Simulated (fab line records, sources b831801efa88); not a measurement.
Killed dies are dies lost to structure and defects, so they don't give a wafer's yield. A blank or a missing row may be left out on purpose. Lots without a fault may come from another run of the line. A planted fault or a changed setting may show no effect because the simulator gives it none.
fab line records | flow gf180mcu
record lots=6 wafers=18 last_day=34
route steps=602 shown V1@335
lots that met no fault: from a run of the same line without faults
start_h: hours from the record's first day to the start of the lot's first wafer shown | wait_h: hours since the lot's step before | " the same as in the row above | L1.1+2: a row that stands for several wafers | - no value, or no start given | * or withheld: withheld | < > ~ a bound
route shown NAME@n: a module of which the file shows steps, and the number in the route of the first | usual: mean/standard deviation of fault-free wafers | same: alike in all rows | chamber/n: place in a boat | sites: the reading at each site | _std_site: their standard deviation | _edge_site: outer sites' mean less inner sites' | radius_mm: how far each site lies from the wafer's centre | mask NAME#n: copy n | behind: the tool/chamber that last shaped the wafer | hold: why the lot was held/for how many hours/how that ended | device: the transistor (n, p or np) that didn't switch | end of line: the same wafers' tests at the end of the route | a step without rows: its recipe alone | killed: dies lost to structure and defects at the first sort, not the wafer's yield | map: a wafer's dies, x killed, . not, _ none there
set.NAME: the setting as run; set.NAME@STEP: as run at that earlier step | model.NAME: the simulator's own value behind a step, which no gauge read
lots at some steps of the route; a table a step, a row a wafer
services: from which hour (start_h, from the record's first day; less than 0 if before it) a tool's chamber was out of use, for how many hours, and why
## steps
# step GF_V1_CVD_00
# recipe material=SiO2 target_thk_nm=600 sigma_open_frac=0.3 temp_c=400 time_s=100 sih4_flow_sccm=60 pressure_mtorr=6
# step GF_V1_THK_MEAS_01
# recipe reads=SiO2_of_V1_CVD_00
# usual V1_CVD_00_THK=600/5.6
# columns lot.wafer tool chamber start_h wait_h V1_CVD_00_THK[nm]
L846.1 film_metro-04 - 508.63 0.0 600
L846.2 " - " " 588
L846.3 " - " " 600
L847.2 film_metro-03 - 522.77 0.0 606
L847.3 " - " " 599
L847.5 " - " " 608
L848.1 film_metro-01 - 529.83 0.0 601
L848.2 " - " " 598
L848.6 " - " " 600
L849.1 film_metro-03 - 535.07 0.0 595
L849.2 " - " " 597
L849.3 " - " " 605
L853.1 film_metro-01 - 559.17 0.0 603
L853.4 " - " " 599
L853.5 " - " " 606
L855.1 film_metro-04 - 573.80 0.0 611
L855.2 " - " " 607
L855.5 " - " " 600
# step GF_V1_CVD_02
# recipe material=SiO2 target_thk_nm=850 precursor=TEOS temp_c=400 time_s=94.851 rf_w=600
# usual heater_power_outer_w=383/100 heater_power_w=664/150 rf_fwd_power_W=596.7/1.9
# columns lot.wafer tool chamber start_h wait_h heater_power_outer_w heater_power_w rf_fwd_power_W
L846.1 pecvd-04 0 508.69 0.1 345 567 599.1
L846.2 " 1 " " 270 535 597.1
L846.3 " 2 " " 599 989 596.6
L847.2 pecvd-03 2 522.82 0.0 322 554 594.4
L847.3 " 2 " " 365 615 598.2
L847.5 " 1 " " 382 713 596.6
L848.1 pecvd-04 0 529.89 0.1 269 473 598.3
L848.2 " 1 " " 276 550 593.0
L848.6 " 2 " " 604 1007 596.8
L849.1 pecvd-03 0 535.13 0.1 497 764 598.7
L849.2 " 1 " " 382 684 595.7
L849.3 " 2 " " 397 652 594.9
L853.1 pecvd-03 2 559.23 0.1 431 711 597.3
L853.4 " 2 " " 317 550 595.6
L853.5 " 0 " " 508 791 594.7
L855.1 pecvd-01 2 573.86 0.1 333 610 595.6
L855.2 " 0 " " 403 703 595.9
L855.5 " 2 " " 376 657 593.6
# step GF_V1_THK_MEAS_03
# recipe reads=SiO2_of_V1_CVD_02
# usual V1_CVD_02_THK=849/10
# columns lot.wafer tool chamber start_h wait_h V1_CVD_02_THK[nm]
L846.1 film_metro-03 - 508.76 0.0 837
L846.2 " - " " 833
L846.3 " - " " 854
L847.2 film_metro-01 - 522.94 0.1 848
L847.3 " - " " 865
L847.5 " - " " 856
L848.1 film_metro-03 - 529.96 0.0 837
L848.2 " - " " 826
L848.6 " - " " 867
L849.1 film_metro-03 - 535.20 0.0 849
L849.2 " - " " 849
L849.3 " - " " 842
L853.1 film_metro-03 - 559.30 0.0 854
L853.4 " - " " 860
L853.5 " - " " 857
L855.1 film_metro-01 - 573.93 0.0 842
L855.2 " - " " 839
L855.5 " - " " 851
# step GF_V1_CMP_04
# recipe material=SiO2 down_force_psi=4 platen_rpm=60 pad_velocity_m_s=0.94248
# usual motor_current_A=13.2/1.8 time_to_endpoint_s=81/4.9
# columns lot.wafer tool chamber start_h wait_h motor_current_A time_to_endpoint_s
L846.1 cmp-02 3 508.82 0.1 15.7 75
L846.3 " 0 " " 15.6 81
L846.2 " 2 " " 14.1 74
L847.3 cmp-02 1 523.04 0.1 13.4 89
L847.2 " 2 " " 14.2 79
L847.5 " 1 " " 13.9 84
L848.2 cmp-01 3 530.07 0.1 10.5 74
L848.1 " 0 " " 12.3 74
L848.6 " 3 " " 10.5 88
L849.2 cmp-02 3 535.26 0.0 16.2 84
L849.1 " 0 " " 15.9 82
L849.3 " 2 " " 14.3 81
L853.4 cmp-02 0 559.36 0.0 14.9 86
L853.1 " 2 " " 13.5 84
L853.5 " 0 " " 14.9 82
L855.2 cmp-02 1 574.09 0.1 13.1 80
L855.1 " 2 " " 14.1 81
L855.5 " 1 " " 13.3 85
# step GF_V1_BOW_MEAS_05
# recipe mode=bow
# usual V1_BOW=82/7
# columns lot.wafer tool chamber start_h wait_h V1_BOW[um]
L846.1 film_metro-04 - 509.12 0.2 92
L846.2 " - " " 96
L846.3 " - " " 78
L847.2 film_metro-01 - 523.31 0.2 80
L847.3 " - " " 84
L847.5 " - " " 66
L848.1 film_metro-04 - 530.32 0.1 84
L848.2 " - " " 91
L848.6 " - " " 77
L849.1 film_metro-03 - 535.56 0.2 84
L849.2 " - " " 95
L849.3 " - " " 86
L853.1 film_metro-04 - 559.66 0.1 77
L853.4 " - " " 78
L853.5 " - " " 76
L855.1 film_metro-04 - 574.34 0.1 76
L855.2 " - " " 78
L855.5 " - " " 82
# step GF_V1_DEHYDRATE_06
# recipe temp_c=200 time_s=60
# step GF_V1_HMDS_07
# recipe prime_time_s=60 prime_temp_c=120
# step GF_V1_COAT_08
# recipe resist=BARC temp_c=withheld time_s=withheld spin_rpm=withheld resist_thk_nm=withheld
# step GF_V1_COAT_09
# recipe resist=KrF spin_rpm=withheld resist_thk_nm=1000
# step GF_V1_SOFTBAKE_10
# recipe temp_c=130 time_s=60 resist=KrF
# step GF_V1_EXPOSE_11
# recipe mask_id=Via1 target_cd_nm=260 na=0.68 source_shape=conventional sigma_outer=0.6 dose_mj=38
# step GF_V1_PEB_12
# recipe peb_temp_c=135 peb_time_s=90 resist=KrF
# usual chill_plate_temp_C=23.00/0.11 exhaust_pa=45.1/1 heater_power_total_W=85.70/0.083
# columns lot.wafer tool chamber start_h wait_h chill_plate_temp_C exhaust_pa heater_power_total_W
L846.1 litho_track-04 0 532.39 - 22.94 45.8 85.77
L846.2 " 0 " " 23.00 45.9 85.78
L846.3 " 0 " " 22.80 45.4 85.74
L847.2 litho_track-02 - 545.11 - - - -
L847.3 " - " " - - -
L847.5 " - " " - - -
L848.1 litho_track-04 - 551.74 - - - -
L848.2 " - " " - - -
L848.6 " - " " - - -
L849.1 litho_track-04 0 557.79 - 23.02 44.6 85.71
L849.2 " 0 " " 23.04 43.9 85.79
L849.3 " 0 " " 23.14 42.7 85.76
L853.1 litho_track-03 0 580.90 - 23.06 44.1 85.76
L853.4 " 0 " " 23.04 44.0 85.66
L853.5 " 0 " " 23.00 43.9 85.57
L855.1 litho_track-03 0 595.30 - 23.08 45.3 85.70
L855.2 " 0 " " 23.03 45.9 85.76
L855.5 " 0 " " 23.09 45.4 85.68
# step GF_V1_DEVELOP_13
# recipe develop_time_s=60 resist=KrF dev_temp_c=20.53
## services
# columns tool chamber start_h hours kind
cmp-01 - 505.74 2.5 repair
pecvd-01 - 518.29 1.4 repair
pecvd-03 0 521.03 5.6 repair
pecvd-03 - 538.92 2.3 repair
cmp-01 - 572.00 4.0 pm
cmp-01 - 576.00 - consumable_replace:conditioner
cmp-01 - 576.00 - consumable_replace:pad
pecvd-01 - 585.29 0.4 repair
pecvd-01 - 591.12 14.0 pm
pecvd-01 0 591.12 14.0 vent_cycle
pecvd-01 1 591.12 14.0 vent_cycle
pecvd-01 2 591.12 14.0 vent_cycle
## key
first_sign step=GF_V1_PEB_12 reading=tool_record direction=missing
effect none on later readings
met_at GF_V1_PEB_12
struck_wafers L847.2,L847.3,L847.5,L848.1,L848.2,L848.6
later_rows_left_out L847.2,L847.3,L847.5,L848.1,L848.2,L848.6
sort_left_out L847.2,L847.3,L847.5,L848.1,L848.2,L848.6
onset_between 532.39 545.11
fault kind=skipped_step_whole tool=litho_track-02,litho_track-04 chamber=- onset_h=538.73 steps=GF_V1_PEB_12 scope=struck_lots_only
# sort_left_out: the simulated sort isn't trusted on such a fault, so these wafers' sort isn't shown, and their yield isn't known
# later_rows_left_out: the simulator's readings of these wafers behind a module that went badly wrong aren't trusted and aren't shown, but for the sort
